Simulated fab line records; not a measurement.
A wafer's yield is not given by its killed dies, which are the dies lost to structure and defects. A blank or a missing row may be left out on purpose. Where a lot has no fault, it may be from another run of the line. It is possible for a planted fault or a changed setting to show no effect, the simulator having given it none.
fab line records    flow gf180mcu
[record] lots = 5  wafers = 15  last-day = 35
route steps=602 shown VT_IMPLANT@110
lots with no fault: from the same line, run without faults
start-h: start of the lot's first displayed wafer, in hours after the record's first day    wait-h: how many hours have passed since the lot's step before this one    " the same as in the row above    L1.1+2: a single row standing in for several wafers    - value missing, or start not given    * or withheld: withheld    < > ~ a bound
route shown NAME@n: a module of which the file shows steps, and the number in the route of the first    usual: the fault-free wafers' mean and standard deviation    same: alike in all rows    chamber/n: place in a boat    sites: the reading at each site    _std_site: the standard deviation of these    _edge_site: inner sites' mean taken away from outer sites' mean    radius-mm: how far each site lies from the wafer's centre    mask NAME#n: copy n    behind: the last tool/chamber to shape the wafer    hold: cause of the lot's hold/its duration in hours/its outcome    device: the transistor (n, p or np) that didn't switch    end of line: the tests these same wafers got at the end of their route    a step with no rows: only its recipe    killed: dies lost to structure and defects at the first sort, not the wafer's yield    map: the dies of a wafer, with x for killed, . for not killed, _ for no die there
set.NAME: the setting that was run; set.NAME@STEP: the one run at that earlier step    model.NAME: the simulator's own value behind a step, which no gauge read
lots seen at some steps along the route; tables by step, rows by wafer
services: from which hour (start-h, from the record's first day; less than 0 if before it) a tool's chamber was out of use, for how many hours, and why
[[steps]]
[step GF_VT_IMPLANT_STRIP_20]
[recipe] chemistry = O2/N2  power-w = 1400  pressure-mtorr = 1500  platen-temp-c = 250  o2-flow-sccm = 3000  n2-flow-sccm = 300  overash-fraction = 0.5
[usual] drypump-motor-current-A = 6.1/0.36  heater-power-w = 323/31  o2-flow-sccm = 3001/9.9  oes-product-au = 0.716/0.0049  strip-time-to-endpoint-s = 12.62/0.038
lot.wafer  tool             chamber  start-h  wait-h  drypump-motor-current-A  heater-power-w  o2-flow-sccm  oes-product-au  rf-hours-counter-h  strip-time-to-endpoint-s
L077.1     plasma-asher-02  0        146.86   0.1     5.8                      308             3003          0.703           49                  12.63
L077.2     "                1        "        "       6.5                      279             3003          0.706           49                  12.58
L077.6     "                1        "        "       6.5                      283             3001          0.714           -                   12.57
L078.3     plasma-asher-03  1        154.24   0.1     5.6                      370             2990          0.713           -                   12.59
L078.4     "                0        "        "       6.6                      304             3008          0.711           -                   12.63
L078.6     "                0        "        "       6.6                      303             3001          0.716           -                   12.60
L087.1     plasma-asher-04  1        215.71   0.1     6.2                      325             2993          0.717           43                  12.66
L087.2     "                0        "        "       5.8                      351             2976          0.728           43                  12.68
L087.5     "                1        "        "       6.2                      324             2993          0.711           -                   12.65
L094.3     plasma-asher-04  0        254.27   0.1     5.7                      355             2980          0.715           -                   12.59
L094.4     "                1        "        "       6.2                      331             2996          0.720           -                   12.64
L094.6     "                1        "        "       6.3                      329             3006          0.718           -                   12.62
L097.1     plasma-asher-03  1        274.94   0.1     5.7                      364             3009          0.713           66                  12.63
L097.3     "                0        "        "       6.6                      304             3005          0.721           -                   12.63
L097.5     "                0        "        "       6.6                      308             3022          0.720           -                   12.61
[step GF_VT_IMPLANT_TW_MEAS_21]
[usual] VT_IMPLANT_2_TW = 1211/6.4
lot.wafer  tool           chamber  start-h  wait-h  VT_IMPLANT_2_TW
L077.1     film-metro-01  -        146.96   0.1     1211
L077.2     "              -        "        "       1213
L077.6     "              -        "        "       1209
L078.3     film-metro-01  -        154.33   0.1     1209
L078.4     "              -        "        "       1211
L078.6     "              -        "        "       1210
L087.1     film-metro-04  -        215.81   0.1     1210
L087.2     "              -        "        "       1211
L087.5     "              -        "        "       1208
L094.3     film-metro-01  -        254.36   0.1     1205
L094.4     "              -        "        "       1211
L094.6     "              -        "        "       1214
L097.1     film-metro-01  -        275.04   0.1     1223
L097.3     "              -        "        "       1220
L097.5     "              -        "        "       1216
[step GF_VT_IMPLANT_DEHYDRATE_22]
[recipe] temp-c = 200  time-s = 60
lot.wafer   tool            chamber  start-h  wait-h
L077.1+2+6  litho-track-03  0        154.07   7.1
L078.3+4+6  litho-track-01  0        161.57   7.2
L087.1+2+5  litho-track-01  0        223.42   7.6
L094.3+4+6  litho-track-04  0        263.11   8.7
L097.1+3+5  litho-track-03  0        284.02   9.0
[step GF_VT_IMPLANT_HMDS_23]
[recipe] prime-time-s = 60  prime-temp-c = 120
[usual] prime-temp-c = 120.01/0.13
lot.wafer  tool            chamber  start-h  wait-h  prime-temp-c
L077.1     litho-track-03  0        154.22   0.1     120.14
L077.2     "               0        "        "       120.21
L077.6     "               0        "        "       120.09
L078.3     litho-track-01  0        161.72   0.1     120.07
L078.4     "               0        "        "       119.88
L078.6     "               0        "        "       119.72
L087.1     litho-track-01  0        223.57   0.1     120.03
L087.2     "               0        "        "       119.85
L087.5     "               0        "        "       119.90
L094.3     litho-track-04  0        263.26   0.1     119.86
L094.4     "               0        "        "       119.90
L094.6     "               0        "        "       119.91
L097.1     litho-track-03  0        284.17   0.1     119.85
L097.3     "               0        "        "       120.24
L097.5     "               0        "        "       120.08
[step GF_VT_IMPLANT_COAT_24]
[recipe] resist = NOVOLAK  spin-rpm = 3000  resist-thk-nm = 1000
lot.wafer   tool            chamber  start-h  wait-h
L077.1+2+6  litho-track-03  0        154.37   0.1
L078.3+4+6  litho-track-01  0        161.87   0.1
L087.1+2+5  litho-track-01  0        223.72   0.1
L094.3+4+6  litho-track-04  0        263.41   0.1
L097.1+3+5  litho-track-03  0        284.32   0.1
[step GF_VT_IMPLANT_SOFTBAKE_25]
[recipe] temp-c = 90  time-s = 60  resist = NOVOLAK
lot.wafer   tool            chamber  start-h  wait-h
L077.1+2+6  litho-track-03  0        154.52   0.1
L078.3+4+6  litho-track-01  0        162.02   0.1
L087.1+2+5  litho-track-01  0        223.87   0.1
L094.3+4+6  litho-track-04  0        263.56   0.1
L097.1+3+5  litho-track-03  0        284.47   0.1
[step GF_VT_IMPLANT_EXPOSE_26]
[recipe] mask-id = LVPWELL_HV_AREA  target-cd-nm = 860  na = 0.6  source-shape = conventional  sigma-outer = 0.6  dose-mj = 140
[usual] focus-offset-nm = 0.1/0.43  reticle-temp-C = 22.98/0.099
[same] sigma-outer = 0.6
lot.wafer  tool              chamber  start-h  wait-h  mask               focus-offset-nm  reticle-temp-C
L077.1     iline-stepper-02  0        -        -       LVPWELL_HV_AREA#0  -0.3             22.99
L077.2     "                 0        "        "       LVPWELL_HV_AREA#0  -0.5             23.07
L077.6     "                 0        "        "       LVPWELL_HV_AREA#0  -0.4             22.96
L078.3     iline-stepper-01  0        -        -       LVPWELL_HV_AREA#0  -0.3             22.97
L078.4     "                 0        "        "       LVPWELL_HV_AREA#0  0.0              22.95
L078.6     "                 0        "        "       LVPWELL_HV_AREA#0  -0.4             22.82
L087.1     iline-stepper-01  0        -        -       LVPWELL_HV_AREA#0  -0.1             22.81
L087.2     "                 0        "        "       LVPWELL_HV_AREA#0  0.9              22.96
L087.5     "                 0        "        "       LVPWELL_HV_AREA#0  0.6              22.98
L094.3     iline-stepper-02  0        -        -       LVPWELL_HV_AREA#0  0.1              22.87
L094.4     "                 0        "        "       LVPWELL_HV_AREA#0  0.4              22.96
L094.6     "                 0        "        "       LVPWELL_HV_AREA#0  -0.1             22.90
L097.1     iline-stepper-02  0        -        -       LVPWELL_HV_AREA#0  0.2              23.13
L097.3     "                 0        "        "       LVPWELL_HV_AREA#0  -0.3             23.08
L097.5     "                 0        "        "       LVPWELL_HV_AREA#0  0.1              23.01
[step GF_VT_IMPLANT_PEB_27]
[recipe] temp-c = withheld  time-s = *  resist = NOVOLAK
lot.wafer   tool            chamber  start-h  wait-h
L077.1+2+6  litho-track-04  0        -        -
L078.3+4+6  litho-track-03  0        -        -
L087.1+2+5  litho-track-01  0        -        -
L094.3+4+6  litho-track-04  0        -        -
L097.1+3+5  litho-track-01  0        -        -
[[services]]
tool              chamber  start-h  hours  kind
iline-stepper-01  -        146.31   1.0    repair
plasma-asher-04   -        152.36   2.0    repair
iline-stepper-01  -        162.44   0.8    repair
plasma-asher-03   -        195.49   0.4    repair
plasma-asher-02   -        196.03   3.3    repair
iline-stepper-01  -        199.92   7.3    repair
iline-stepper-02  -        201.94   12.2   repair
iline-stepper-02  -        219.95   2.3    repair
iline-stepper-02  -        231.93   -      calibration
iline-stepper-02  -        232.58   0.9    repair
litho-track-04    -        250.62   -      consumable-replace:filter
plasma-asher-04   -        264.87   32.1   repair
iline-stepper-01  0        293.57   -      calibration
[[key]]
fault none
